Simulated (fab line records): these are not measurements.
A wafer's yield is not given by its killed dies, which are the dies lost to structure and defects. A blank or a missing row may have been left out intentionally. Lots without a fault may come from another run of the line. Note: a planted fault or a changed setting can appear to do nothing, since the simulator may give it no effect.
Which tool did it? + flow gf180mcu + 13 lots, 39 wafers sampled, at 4 steps of a route of 602

## WHAT THE GAUGES READ, wafer by wafer
GF_MIM_THK_MEAS_06. Usual: MIM_CVD_05_THK typically reads 42.2 nm, with standard deviation 0.51.
| lot  | measured     | on           | MIM_CVD_05_THK (nm) | flag |
|------|--------------|--------------|---------------------|------|
| L537 | day 24 08:47 | filmMetro-03 | 42.0 43.0 42.8      |      |
| L538 | day 24 19:41 | filmMetro-03 | 42.7 42.8 43.0      |      |
| L540 | day 25 17:37 | filmMetro-03 | 41.8 42.5 42.5      |      |
| L542 | day 26 04:25 | filmMetro-03 | 42.3 42.8 43.2      |      |
| L543 | day 26 13:13 | filmMetro-01 | 41.3 42.4 41.7      |      |
| L550 | day 28 17:25 | filmMetro-03 | 41.8 43.0 42.0      |      |
| L551 | day 29 00:32 | filmMetro-02 | 41.9 41.3 42.3      |      |
| L552 | day 29 08:07 | filmMetro-01 | 41.8 42.3 41.8      |      |
| L554 | day 29 22:21 | filmMetro-02 | 42.4 42.6 42.8      |      |
| L556 | day 30 09:58 | filmMetro-01 | 42.3 42.5 42.2      |      |
| L555 | day 30 11:25 | filmMetro-03 | 41.3 42.1 41.7      |      |
| L558 | day 30 22:59 | filmMetro-02 | 42.0 42.4 42.7      |      |
| L560 | day 31 10:38 | filmMetro-01 | 41.6 42.5 42.4      |      |

## TOOL THAT RAN EACH LOT (tool first, then ch and the chambers of the sampled wafers, then the start)
| lot  | GF_M4_STRIP_17                      | GF_V4_CVD_23                 | GF_MIM_SPUTTER_01           |
|------|-------------------------------------|------------------------------|-----------------------------|
| L537 | plasmaAsher-04 ch 0,1, day 23 07:35 | cvdW-01 ch 0,1, day 24 07:56 | pvdSputter-01, day 24 08:38 |
| L538 | plasmaAsher-02 ch 0,1, day 23 18:34 | cvdW-02 ch 0,1, day 24 18:52 | pvdSputter-01, day 24 19:31 |
| L540 | plasmaAsher-02 ch 0,1, day 24 17:16 | cvdW-02 ch 0,1, day 25 16:46 | pvdSputter-02, day 25 17:27 |
| L542 | plasmaAsher-04 ch 0,1, day 25 04:38 | cvdW-02 ch 1, day 26 03:33   | pvdSputter-03, day 26 04:14 |
| L543 | plasmaAsher-02 ch 0,1, day 25 13:32 | cvdW-02 ch 0,1, day 26 12:19 | pvdSputter-03, day 26 13:00 |
| L550 | plasmaAsher-02 ch 0,1, day 27 18:08 | cvdW-01 ch 0,1, day 28 16:33 | pvdSputter-02, day 28 17:14 |
| L551 | plasmaAsher-02 ch 1, day 28 02:38   | cvdW-01 ch 0,1, day 28 23:41 | pvdSputter-02, day 29 00:22 |
| L552 | plasmaAsher-02 ch 0,1, day 28 10:29 | cvdW-01 ch 0,1, day 29 07:16 | pvdSputter-01, day 29 07:57 |
| L554 | plasmaAsher-01 ch 0,1, day 29 01:01 | cvdW-02 ch 0,1, day 29 21:31 | pvdSputter-02, day 29 22:10 |
| L556 | plasmaAsher-01 ch 1, day 29 12:20   | cvdW-02 ch 0,1, day 30 09:06 | pvdSputter-03, day 30 09:47 |
| L555 | plasmaAsher-02 ch 0, day 29 13:35   | cvdW-01 ch 0,1, day 30 10:34 | pvdSputter-01, day 30 11:15 |
| L558 | plasmaAsher-04 ch 0,1, day 30 01:50 | cvdW-01 ch 0,1, day 30 22:06 | pvdSputter-01, day 30 22:50 |
| L560 | plasmaAsher-04 ch 0,1, day 30 14:04 | cvdW-02 ch 0,1, day 31 09:31 | pvdSputter-01, day 31 10:28 |
- GF_M4_STRIP_17: strips in O2/N2.
- GF_V4_CVD_23: deposits W, target thk 350 nm, time 104.9 s.
- GF_MIM_SPUTTER_01: material TiN, target thk 30 nm, time 25 s.

## WHAT THE TOOLS THEMSELVES READ (means of the sampled wafers that have a number; where no wafer has one, the mark that the record gives instead)
GF_M4_STRIP_17. Usual: drypumpMotorCurrentA 6.02 A, standard deviation 0.25; heaterPowerW 358 W, standard deviation 26; oesProductAu 0.538 a.u., standard deviation 0.0048; stripTimeToEndpointS 7.41 s, standard deviation 0.038.
| lot  | tool           | drypumpMotorCurrentA (A) | heaterPowerW (W) | oesProductAu (a.u.) | stripTimeToEndpointS (s) | flag |
|------|----------------|--------------------------|------------------|---------------------|--------------------------|------|
| L537 | plasmaAsher-04 | 5.92                     | 380              | 0.534               | 7.42                     |      |
| L538 | plasmaAsher-02 | 6.06                     | 362              | 0.533               | 7.38                     |      |
| L540 | plasmaAsher-02 | 6.04                     | 369              | 0.537               | 7.38                     |      |
| L542 | plasmaAsher-04 | 5.88                     | 360              | 0.533               | 7.40                     |      |
| L543 | plasmaAsher-02 | 6.05                     | 362              | 0.535               | 7.39                     |      |
| L550 | plasmaAsher-02 | 5.98                     | 356              | 0.537               | 7.43                     |      |
| L551 | plasmaAsher-02 | 6.12                     | 375              | 0.538               | 7.39                     |      |
| L552 | plasmaAsher-02 | 5.99                     | 352              | 0.535               | 7.37                     |      |
| L554 | plasmaAsher-01 | 6.07                     | 343              | 0.539               | 7.36                     |      |
| L556 | plasmaAsher-01 | 5.77                     | 355              | 0.538               | 7.39                     |      |
| L555 | plasmaAsher-02 | 5.91                     | 342              | 0.540               | 7.39                     |      |
| L558 | plasmaAsher-04 | 5.95                     | 378              | 0.540               | 7.46                     |      |
| L560 | plasmaAsher-04 | 5.95                     | 380              | 0.542               | 7.42                     |      |

GF_V4_CVD_23. Usual: chamberPressureTorr 40.00 Torr, standard deviation 0.086; heaterPowerW 930 W, standard deviation 100.
| lot  | tool    | chamberPressureTorr (Torr) | heaterPowerW (W) | flag |
|------|---------|----------------------------|------------------|------|
| L537 | cvdW-01 | 40.02                      | 888              |      |
| L538 | cvdW-02 | 39.95                      | 933              |      |
| L540 | cvdW-02 | 39.55                      | 903              | OFF  |
| L542 | cvdW-02 | 38.39                      | 963              | OFF  |
| L543 | cvdW-02 | 38.97                      | 939              | OFF  |
| L550 | cvdW-01 | 40.01                      | 900              |      |
| L551 | cvdW-01 | 40.04                      | 970              |      |
| L552 | cvdW-01 | 40.03                      | 906              |      |
| L554 | cvdW-02 | 39.90                      | 917              |      |
| L556 | cvdW-02 | 39.94                      | 895              |      |
| L555 | cvdW-01 | 40.15                      | 973              |      |
| L558 | cvdW-01 | 40.04                      | 992              |      |
| L560 | cvdW-02 | 40.00                      | 885              |      |

GF_MIM_SPUTTER_01. Usual: throttleValvePct reads 29.6 % (standard deviation 1.1).
| lot  | tool          | throttleValvePct (%) | flag |
|------|---------------|----------------------|------|
| L537 | pvdSputter-01 | 29.4                 |      |
| L538 | pvdSputter-01 | 30.2                 |      |
| L540 | pvdSputter-02 | 28.3                 |      |
| L542 | pvdSputter-03 | 30.1                 |      |
| L543 | pvdSputter-03 | 29.8                 |      |
| L550 | pvdSputter-02 | 28.9                 |      |
| L551 | pvdSputter-02 | 28.4                 |      |
| L552 | pvdSputter-01 | 29.2                 |      |
| L554 | pvdSputter-02 | 29.7                 |      |
| L556 | pvdSputter-03 | 29.2                 |      |
| L555 | pvdSputter-01 | 29.5                 |      |
| L558 | pvdSputter-01 | 29.9                 |      |
| L560 | pvdSputter-01 | 29.6                 |      |

## THE ANSWER, worked out from the rows above alone
Rule: take the mean of a lot's wafers that have a number; if it is more than 3 standard deviations from the usual mean, the lot is off. Also off: a lot with no number at a reading for which 4 or more lots have one. Where the step has rows for the other lots, those lots are counted as sound. After the gauges, taken in route order, come the tools' own readings; for these a lot's mean is taken, as printed above. At the first step where some lot is off, the reading lying furthest off is the one used; lots without a number count as furthest.
Off, at GF_V4_CVD_23 on chamberPressureTorr: L540, L542, L543.
A tool fits if, at that step or a process step before it, it ran every lot that is off, and no sound lot after the first of them. Of those tried, none fits.

## WHAT THE SIMULATOR HAD PUT IN
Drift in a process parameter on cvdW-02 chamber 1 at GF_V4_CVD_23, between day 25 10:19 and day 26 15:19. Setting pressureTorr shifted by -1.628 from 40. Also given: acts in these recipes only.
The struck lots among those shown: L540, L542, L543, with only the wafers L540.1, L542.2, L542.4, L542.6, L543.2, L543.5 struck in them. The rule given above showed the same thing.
